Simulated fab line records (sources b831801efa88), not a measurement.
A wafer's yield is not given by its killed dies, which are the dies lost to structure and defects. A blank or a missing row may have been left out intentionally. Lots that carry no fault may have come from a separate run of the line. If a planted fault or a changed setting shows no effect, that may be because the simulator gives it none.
Which of the tools did it? || flow sky130 || at 1 step of a route of 708, 24 lots with 72 wafers sampled

WHAT THE GAUGES SHOWED, per wafer
SKY_VIA1_OVL_MEAS_13.
{"lot": "L074", "measured": "day 34 00:19", "on": "overlay-02", "VIA1_OVL (nm)": "-1 -4 -1"}
{"lot": "L075", "measured": "day 34 21:36", "on": "overlay-02", "VIA1_OVL (nm)": "7 -3 4"}
{"lot": "L076", "measured": "day 35 01:36", "on": "overlay-01", "VIA1_OVL (nm)": "1 -6 -3"}
{"lot": "L077", "measured": "day 35 16:22", "on": "overlay-02", "VIA1_OVL (nm)": "0 7 -4"}
{"lot": "L079", "measured": "day 35 20:53", "on": "overlay-01", "VIA1_OVL (nm)": "3 -1 5"}
{"lot": "L078", "measured": "day 36 01:00", "on": "overlay-01", "VIA1_OVL (nm)": "9 -2 6"}
{"lot": "L080", "measured": "day 36 11:09", "on": "overlay-02", "VIA1_OVL (nm)": "9 3 7"}
{"lot": "L081", "measured": "day 36 21:32", "on": "overlay-02", "VIA1_OVL (nm)": "3 -6 4"}
{"lot": "L082", "measured": "day 36 22:59", "on": "overlay-02", "VIA1_OVL (nm)": "-1 -7 -4"}
{"lot": "L083", "measured": "day 37 14:42", "on": "overlay-01", "VIA1_OVL (nm)": "0 11 8"}
{"lot": "L085", "measured": "day 37 22:56", "on": "overlay-02", "VIA1_OVL (nm)": "-1 -2 -2"}
{"lot": "L084", "measured": "day 38 00:06", "on": "overlay-01", "VIA1_OVL (nm)": "9 -8 -5"}
{"lot": "L086", "measured": "day 38 04:29", "on": "overlay-01", "VIA1_OVL (nm)": "-1 -6 -8"}
{"lot": "L087", "measured": "day 39 01:21", "on": "overlay-02", "VIA1_OVL (nm)": "13 0 3"}
{"lot": "L088", "measured": "day 39 09:47", "on": "overlay-01", "VIA1_OVL (nm)": "6 -6 -2"}
{"lot": "L089", "measured": "day 39 21:54", "on": "overlay-01", "VIA1_OVL (nm)": "2 0 -5"}
{"lot": "L090", "measured": "day 40 02:39", "on": "overlay-02", "VIA1_OVL (nm)": "-2 -10 3"}
{"lot": "L091", "measured": "day 40 16:30", "on": "overlay-02", "VIA1_OVL (nm)": "1 -6 -9"}
{"lot": "L092", "measured": "day 40 22:10", "on": "overlay-02", "VIA1_OVL (nm)": "1 -3 -10"}
{"lot": "L093", "measured": "day 41 03:55", "on": "overlay-01", "VIA1_OVL (nm)": "-3 11 -3"}
{"lot": "L094", "measured": "day 41 06:03", "on": "overlay-02", "VIA1_OVL (nm)": "-4 -12 -5"}
{"lot": "L096", "measured": "day 41 09:23", "on": "overlay-01", "VIA1_OVL (nm)": "9 4 13"}
{"lot": "L095", "measured": "day 41 12:43", "on": "overlay-02", "VIA1_OVL (nm)": "8 17 1"}
{"lot": "L097", "measured": "day 41 16:33", "on": "overlay-01", "VIA1_OVL (nm)": "-5 -3 5"}

TOOL THAT RAN EACH LOT (tool first, then ch and the chambers of the sampled wafers, then the start)
There is no process step in the record ahead of these readings.

WHAT THE TOOLS THEMSELVES READ (means of the sampled wafers that have a number; where no wafer has one, the mark that the record gives instead)
The record holds no such reading with a usual standard deviation.

THE ANSWER, worked out from the rows above alone
Rule: usual is defined by the lots themselves. The widest of any qualifying gaps counts: lots, ordered by their means at a reading, are off when they make up no more than a third of the lots, leave a main group of 4 or more, and stand apart from it by 3 or more times the standard deviation of that group's means. A main group whose means are all the same, to the digits that the tables above print for the reading, isn't used. Also off: a lot with no number at a reading for which 4 or more lots have one. Any other lot the step has rows for is counted as sound. First the gauges in route order, then the tools' own readings, where a lot's mean is used as printed above. At the first step where some lot is off, the reading lying furthest off is the one used; lots without a number count as furthest.
No lot is off on any of the readings shown, so nothing can be concluded from this.

WHAT WAS PUT IN BY THE SIMULATOR
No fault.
